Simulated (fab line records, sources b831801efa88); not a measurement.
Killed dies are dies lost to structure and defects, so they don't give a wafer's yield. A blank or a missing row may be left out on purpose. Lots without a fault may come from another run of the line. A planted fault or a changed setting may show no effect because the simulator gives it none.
fab line records | flow sfq_line
record lots=15 wafers=43 last_day=83
route steps=325 shown R5@214 I5@235 M6@252
lots that met no fault: from a run of the same line without faults
start_h: hours from the record's first day to the start of the lot's first wafer shown | wait_h: hours since the lot's step before | " the same as in the row above | L1.1+2: a row that stands for several wafers | - no value, or no start given | * or withheld: withheld | < > ~ a bound
route shown NAME@n: a module of which the file shows steps, and the number in the route of the first | usual: mean/standard deviation of fault-free wafers | same: alike in all rows | chamber/n: place in a boat | sites: the reading at each site | _std_site: their standard deviation | _edge_site: outer sites' mean less inner sites' | radius_mm: how far each site lies from the wafer's centre | mask NAME#n: copy n | behind: the tool/chamber that last shaped the wafer | hold: why the lot was held/for how many hours/how that ended | device: the transistor (n, p or np) that didn't switch | end of line: the same wafers' tests at the end of the route | a step without rows: its recipe alone | killed: dies lost to structure and defects at the first sort, not the wafer's yield | map: a wafer's dies, x killed, . not, _ none there
set.NAME: the setting as run; set.NAME@STEP: as run at that earlier step | model.NAME: the simulator's own value behind a step, which no gauge read
steps of the route over a sample of lots; a table a step, a row a wafer
services: from which hour (start_h, from the record's first day; less than 0 if before it) a tool's chamber was out of use, for how many hours, and why
## steps
# step SFQ_TRILAYER_R5_DEP_SPUTTER_134
# recipe material=Ti base_pressure_pa=1.33e-06 target_thk_nm=5 power_w=2000 time_s=5 chamber_pressure_pa=0.4
# usual base_pressure_pa=1.33e-06/7.2e-08 throttle_valve_pct=30.0/1.1
# columns lot.wafer tool chamber start_h wait_h base_pressure_pa throttle_valve_pct
L727.1 pvd_sputter-06 - 1313.69 0.0 1.4e-06 29.1
L727.4 " - " " 1.37e-06 30.8
L727.6 " - " " 1.25e-06 29.7
L728.1 pvd_sputter-06 - 1322.69 0.0 1.3e-06 30.5
L728.5 " - " " 1.41e-06 31.0
L728.6 " - " " 1.49e-06 31.0
L729.2 pvd_sputter-04 - 1325.69 0.0 1.39e-06 27.4
L729.3 " - " " 1.34e-06 31.0
L729.6 " - " " 1.36e-06 31.3
L730.3 pvd_sputter-06 - 1328.69 0.0 1.42e-06 30.9
L730.5 " - " " 1.29e-06 30.9
L730.6 " - " " 1.29e-06 30.8
L735.2 pvd_sputter-06 - 1461.70 0.0 1.43e-06 30.7
L735.5 " - " " 1.21e-06 30.6
L735.6 " - " " 1.25e-06 29.1
L736.1 pvd_sputter-04 - 1461.83 0.0 1.38e-06 28.0
L736.6 " - " " 1.35e-06 27.3
L737.5 pvd_sputter-05 - 1464.84 0.0 1.31e-06 28.3
L737.6 " - " " 1.29e-06 30.8
L739.1 pvd_sputter-05 - 1500.70 0.0 1.29e-06 31.1
L739.5 " - " " 1.28e-06 28.2
L739.6 " - " " 1.45e-06 31.9
L740.1 pvd_sputter-05 - 1509.70 0.0 1.31e-06 28.3
L740.2 " - " " 1.16e-06 30.1
L740.5 " - " " 1.33e-06 31.0
L745.1 pvd_sputter-06 - 1658.84 0.0 1.25e-06 29.2
L745.5 " - " " 1.39e-06 30.9
L745.6 " - " " 1.28e-06 30.7
L746.1 pvd_sputter-06 - 1661.98 0.0 1.34e-06 30.6
L746.4 " - " " 1.26e-06 29.5
L746.6 " - " " 1.18e-06 29.1
L747.1 pvd_sputter-04 - 1671.63 0.0 1.27e-06 31.0
L747.3 " - " " 1.43e-06 31.3
L747.5 " - " " 1.31e-06 27.6
L748.3 pvd_sputter-04 - 1680.03 0.0 1.3e-06 31.1
L748.4 " - " " 1.45e-06 27.1
L748.5 " - " " 1.2e-06 28.0
L749.2 pvd_sputter-06 - 1689.45 0.0 1.3e-06 29.0
L749.4 " - " " 1.31e-06 30.9
L749.6 " - " " 1.35e-06 31.0
L750.1 pvd_sputter-06 - 1697.11 0.0 1.34e-06 31.1
L750.3 " - " " 1.38e-06 29.3
L750.5 " - " " 1.22e-06 29.4
# step SFQ_R5_THK_MEAS_934
# recipe thk_meas_gauge=xrf reads=MoNx_of_TRILAYER_R5_DEP_SPUTTER_133
# usual R5_MONX_THK=39.4/0.47
# columns lot.wafer tool chamber start_h wait_h R5_MONX_THK[nm]
L727.1 film_metro-03 - 1313.83 0.1 39.6
L727.4 " - " " 39.2
L727.6 " - " " 38.8
L728.1 film_metro-01 - 1322.83 0.1 39.2
L728.5 " - " " 39.4
L728.6 " - " " 39.0
L729.2 film_metro-03 - 1325.84 0.1 40.3
L729.3 " - " " 39.0
L729.6 " - " " 39.1
L730.3 film_metro-03 - 1328.85 0.1 39.6
L730.5 " - " " 39.7
L730.6 " - " " 39.8
L735.2 film_metro-03 - 1461.85 0.1 39.6
L735.5 " - " " 39.6
L735.6 " - " " 39.6
L736.1 film_metro-02 - 1461.97 0.1 39.5
L736.6 " - " " 39.1
L737.5 film_metro-01 - 1465.01 0.1 40.4
L737.6 " - " " 40.3
L739.1 film_metro-03 - 1500.84 0.1 39.6
L739.5 " - " " 39.3
L739.6 " - " " 40.7
L740.1 film_metro-02 - 1509.84 0.1 38.7
L740.2 " - " " 38.8
L740.5 " - " " 38.7
L745.1 film_metro-03 - 1658.98 0.1 39.9
L745.5 " - " " 39.4
L745.6 " - " " 38.9
L746.1 film_metro-03 - 1662.12 0.1 38.9
L746.4 " - " " 39.1
L746.6 " - " " 39.0
L747.1 film_metro-03 - 1671.77 0.1 39.2
L747.3 " - " " 38.8
L747.5 " - " " 39.1
L748.3 film_metro-02 - 1680.19 0.1 39.5
L748.4 " - " " 39.5
L748.5 " - " " 39.8
L749.2 film_metro-03 - 1689.60 0.1 39.2
L749.4 " - " " 39.3
L749.6 " - " " 39.2
L750.1 film_metro-02 - 1697.25 0.1 39.2
L750.3 " - " " 39.8
L750.5 " - " " 39.3
# step SFQ_I5_OVL_MEAS_936
# usual I5_OVL=0/4.7
# columns lot.wafer tool chamber start_h wait_h I5_OVL[nm]
L727.1 overlay-02 - 1372.99 0.1 2
L727.4 " - " " 0
L727.6 " - " " -7
L728.1 overlay-01 - 1419.79 0.1 -3
L728.5 " - " " -4
L728.6 " - " " -7
L729.2 overlay-01 - 1425.70 0.1 0
L729.3 " - " " 5
L729.6 " - " " -2
L730.3 overlay-02 - 1429.30 0.1 -2
L730.5 " - " " -1
L730.6 " - " " 1
L735.2 overlay-02 - 1486.65 0.1 3
L735.5 " - " " 5
L735.6 " - " " -5
L736.1 overlay-02 - 1487.85 0.1 4
L736.6 " - " " -3
L737.5 overlay-02 - 1491.47 0.0 -6
L737.6 " - " " -5
L739.1 overlay-02 - 1525.93 0.1 2
L739.5 " - " " 8
L739.6 " - " " 10
L740.1 overlay-02 - 1530.63 0.1 3
L740.2 " - " " -5
L740.5 " - " " 0
L745.1 overlay-01 - 1665.63 0.1 10
L745.5 " - " " 6
L745.6 " - " " 7
L746.1 overlay-02 - 1667.64 0.1 -2
L746.4 " - " " 0
L746.6 " - " " -3
L747.1 overlay-02 - 1677.28 0.1 3
L747.3 " - " " 3
L747.5 " - " " 7
L748.3 overlay-01 - 1685.69 0.1 2
L748.4 " - " " 3
L748.5 " - " " 0
L749.2 overlay-01 - 1695.36 0.1 -4
L749.4 " - " " -11
L749.6 " - " " -5
L750.1 overlay-01 - 1719.16 0.1 12
L750.3 " - " " 10
L750.5 " - " " 10
# step SFQ_TRILAYER_M6_DEP_SPUTTER_157
# recipe material=Nb base_pressure_pa=1.33e-06 chamber_pressure_pa=0.1333 substrate_temp_c=20 target_thk_nm=200 power_w=2000 time_s=133.3
# usual base_pressure_pa=1.33e-06/8.2e-08 throttle_valve_pct=29.7/1.3
# columns lot.wafer tool chamber start_h wait_h base_pressure_pa throttle_valve_pct
L727.1 pvd_sputter-04 - 1452.80 0.0 1.31e-06 27.3
L727.4 " - " " 1.27e-06 28.1
L727.6 " - " " 1.24e-06 28.0
L728.1 pvd_sputter-06 - 1529.91 0.0 1.35e-06 30.8
L728.5 " - " " 1.38e-06 30.8
L728.6 " - " " 1.24e-06 30.7
L729.2 pvd_sputter-06 - 1537.09 0.0 1.42e-06 29.4
L729.3 " - " " 1.3e-06 30.7
L729.6 " - " " 1.26e-06 29.5
L730.3 pvd_sputter-06 - 1541.89 0.0 1.36e-06 29.3
L730.5 " - " " 1.27e-06 30.9
L730.6 " - " " 1.33e-06 29.3
L735.2 pvd_sputter-04 - 1589.06 0.0 1.37e-06 27.9
L735.5 " - " " 1.28e-06 30.6
L735.6 " - " " 1.35e-06 27.8
L736.1 pvd_sputter-06 - 1591.46 0.0 1.24e-06 30.7
L736.6 " - " " 1.33e-06 30.5
L737.5 pvd_sputter-06 - 1597.93 0.1 1.34e-06 29.0
L737.6 " - " " 1.29e-06 30.5
L739.1 pvd_sputter-06 - 1615.88 0.0 1.31e-06 30.9
L739.5 " - " " 1.38e-06 30.7
L739.6 " - " " 1.41e-06 29.1
L740.1 pvd_sputter-04 - 1618.28 0.0 1.43e-06 31.0
L740.2 " - " " 1.45e-06 27.3
L740.5 " - " " 1.31e-06 30.5
L745.1 pvd_sputter-06 - 1711.72 0.0 1.36e-06 29.0
L745.5 " - " " 1.29e-06 30.7
L745.6 " - " " 1.43e-06 28.9
L746.1 pvd_sputter-03 - 1760.78 0.0 1.39e-06 28.0
L746.4 " - " " 1.43e-06 29.0
L746.6 " - " " 1.3e-06 28.8
L747.1 pvd_sputter-04 - 1762.70 0.0 1.4e-06 27.6
L747.3 " - " " 1.37e-06 31.2
L747.5 " - " " 1.28e-06 30.7
L748.3 pvd_sputter-06 - 1776.71 0.0 1.13e-06 29.4
L748.4 " - " " 1.33e-06 29.4
L748.5 " - " " 1.18e-06 28.9
L749.2 pvd_sputter-03 - 1785.11 0.0 1.35e-06 28.8
L749.4 " - " " 1.41e-06 30.1
L749.6 " - " " 1.37e-06 28.4
L750.1 pvd_sputter-04 - 1811.51 0.0 1.39e-06 31.3
L750.3 " - " " 1.15e-06 27.9
L750.5 " - " " 1.21e-06 27.6
# step SFQ_M6_RS_MEAS_938
# recipe thk_meas_gauge=four-point-probe reads=Nb_of_TRILAYER_M6_DEP_SPUTTER_157
# usual M6_NB_RS=0.889/0.011
# columns lot.wafer tool chamber start_h wait_h M6_NB_RS[ohm/sq]
L727.1 film_metro-04 - 1452.89 0.0 0.891
L727.4 " - " " 0.893
L727.6 " - " " 0.892
L728.1 film_metro-03 - 1530.00 0.0 0.895
L728.5 " - " " 0.899
L728.6 " - " " 0.900
L729.2 film_metro-03 - 1537.20 0.1 0.890
L729.3 " - " " 0.884
L729.6 " - " " 0.890
L730.3 film_metro-04 - 1542.02 0.1 0.891
L730.5 " - " " 0.884
L730.6 " - " " 0.895
L735.2 film_metro-01 - 1589.17 0.1 0.898
L735.5 " - " " 0.908
L735.6 " - " " 0.893
L736.1 film_metro-03 - 1591.56 0.1 0.898
L736.6 " - " " 0.943
L737.5 film_metro-04 - 1598.06 0.1 0.887
L737.6 " - " " 0.927
L739.1 film_metro-01 - 1615.97 0.0 0.908
L739.5 " - " " 0.902
L739.6 " - " " 0.943
L740.1 film_metro-01 - 1618.37 0.0 0.885
L740.2 " - " " 0.883
L740.5 " - " " 0.887
L745.1 film_metro-01 - 1711.81 0.0 0.887
L745.5 " - " " 0.879
L745.6 " - " " 0.886
L746.1 film_metro-04 - 1760.87 0.0 0.885
L746.4 " - " " 0.877
L746.6 " - " " 0.873
L747.1 film_metro-03 - 1762.79 0.0 0.892
L747.3 " - " " 0.888
L747.5 " - " " 0.896
L748.3 film_metro-03 - 1776.84 0.1 0.886
L748.4 " - " " 0.894
L748.5 " - " " 0.884
L749.2 film_metro-03 - 1785.22 0.1 0.885
L749.4 " - " " 0.870
L749.6 " - " " 0.888
L750.1 film_metro-04 - 1811.60 0.0 0.904
L750.3 " - " " 0.914
L750.5 " - " " 0.890
# step SFQ_TRILAYER_M6_ETCH_METAL_ETCH_162
# recipe target=Nb stop_on=SiO2 mask_material=PR chemistry=Cl2/Ar target_depth_nm=240 icp_w=600 bias_w=80 pressure_mtorr=10 time_s=120
# usual drypump_motor_current_A=5.6/0.39 oes_product_au=0.895/0.008
# columns lot.wafer tool chamber start_h wait_h drypump_motor_current_A oes_product_au rf_hours_counter_h
L727.1 rie_metal-03 1 1472.34 0.0 5.7 0.891 33
L727.4 " 0 " " 5.0 0.898 -
L727.6 " 1 " " 5.7 0.902 -
L728.1 rie_metal-03 1 1539.13 0.0 5.7 0.879 43
L728.5 " 1 " " 5.7 0.894 -
L728.6 " 0 " " 5.0 0.894 -
L729.2 rie_metal-01 0 1624.64 0.0 5.3 0.899 7
L729.3 " 0 " " 5.3 0.893 -
L729.6 " 1 " " 6.1 0.891 -
L730.3 rie_metal-01 1 1629.49 0.1 6.1 0.886 -
L730.5 " 0 " " 5.3 0.900 -
L730.6 " 1 " " 6.1 0.888 -
L735.2 rie_metal-01 0 1669.72 0.0 5.3 0.895 13
L735.5 " 1 " " 6.1 0.883 -
L735.6 " 0 " " 5.3 0.898 -
L736.1 rie_metal-01 0 1672.12 0.0 5.3 0.893 14
L736.6 " 1 " " 6.1 0.866 -
L737.5 rie_metal-01 0 1678.20 0.1 5.3 0.898 -
L737.6 " 1 " " 6.1 0.870 -
L739.1 rie_metal-01 0 1707.45 0.0 5.3 0.889 19
L739.5 " 1 " " 6.1 0.882 -
L739.6 " 0 " " 5.3 0.864 -
L740.1 rie_metal-01 0 1711.05 0.0 5.4 0.896 20
L740.2 " 1 " " 6.1 0.904 70
L740.5 " 0 " " 5.3 0.901 -
L745.1 rie_metal-03 0 1721.65 0.0 5.0 0.895 88
L745.5 " 1 " " 5.7 0.898 -
L745.6 " 0 " " 5.0 0.896 -
L746.1 rie_metal-01 1 1766.12 0.0 6.1 0.893 78
L746.4 " 1 " " 6.1 0.899 -
L746.6 " 0 " " 5.3 0.902 -
L747.1 rie_metal-03 0 1768.62 0.0 5.0 0.898 95
L747.3 " 1 " " 5.7 0.895 -
L747.5 " 1 " " 5.7 0.888 -
L748.3 rie_metal-01 0 1780.70 0.1 5.3 0.887 -
L748.4 " 1 " " 6.1 0.897 -
L748.5 " 0 " " 5.4 0.903 -
L749.2 rie_metal-03 1 1787.73 0.0 5.7 0.891 81
L749.4 " 0 " " 5.0 0.911 -
L749.6 " 0 " " 5.0 0.888 -
L750.1 rie_metal-03 1 1814.19 0.0 5.7 0.883 84
L750.3 " 1 " " 5.7 0.880 -
L750.5 " 0 " " 5.0 0.891 -
## services
# columns tool chamber start_h hours kind
pvd_sputter-05 - 1291.66 1.2 repair
pvd_sputter-05 - 1328.50 5.1 repair
pvd_sputter-06 1 1355.66 - consumable_replace:kit
rie_metal-03 - 1366.06 1.4 pm
rie_metal-01 1 1372.04 4.8 repair
pvd_sputter-04 - 1379.86 0.6 repair
rie_metal-01 0 1390.89 7.9 repair
pvd_sputter-05 - 1394.72 10.5 repair
pvd_sputter-04 - 1406.95 2.3 repair
pvd_sputter-06 - 1414.89 1.3 repair
pvd_sputter-04 - 1425.00 1.3 repair
pvd_sputter-03 - 1441.77 6.0 repair
pvd_sputter-06 - 1446.65 1.3 repair
rie_metal-01 - 1477.19 1.0 repair
rie_metal-01 - 1494.21 0.3 repair
pvd_sputter-05 - 1510.74 3.7 repair
pvd_sputter-03 - 1540.05 1.8 repair
pvd_sputter-04 - 1690.12 1.2 repair
pvd_sputter-06 - 1724.42 36.5 repair
rie_metal-01 - 1747.45 2.8 pm
pvd_sputter-05 - 1753.18 0.7 repair
rie_metal-01 - 1763.33 2.4 repair
pvd_sputter-04 - 1786.10 1.1 repair
pvd_sputter-05 - 1787.08 2.6 repair
## key
first_sign step=SFQ_M6_RS_MEAS_938 reading=M6_NB_RS direction=up sigmas=4.3 usual=0.889 struck=0.937
effect step=SFQ_TRILAYER_M6_ETCH_METAL_ETCH_162 reading=oes_product_au direction=down sigmas=3.5 usual=0.895 struck=0.867
met_at SFQ_TRILAYER_M6_DEP_SPUTTER_157
struck_lots L736,L737,L739
struck_wafers L736.6,L737.6,L739.6
not_acting_at SFQ_TRILAYER_R5_DEP_SPUTTER_134,SFQ_R5_THK_MEAS_934,SFQ_I5_OVL_MEAS_936
onset_between 1541.89 1591.46
fault kind=process_parameter_drift tool=pvd_sputter-06 chamber=- onset_h=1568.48 steps=SFQ_TRILAYER_M6_DEP_SPUTTER_157 channel=target_thk_nm offset=-8.8879 shape=step end_h=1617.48 scope=struck_wafers_only acts_in=these_recipes_only stated=200
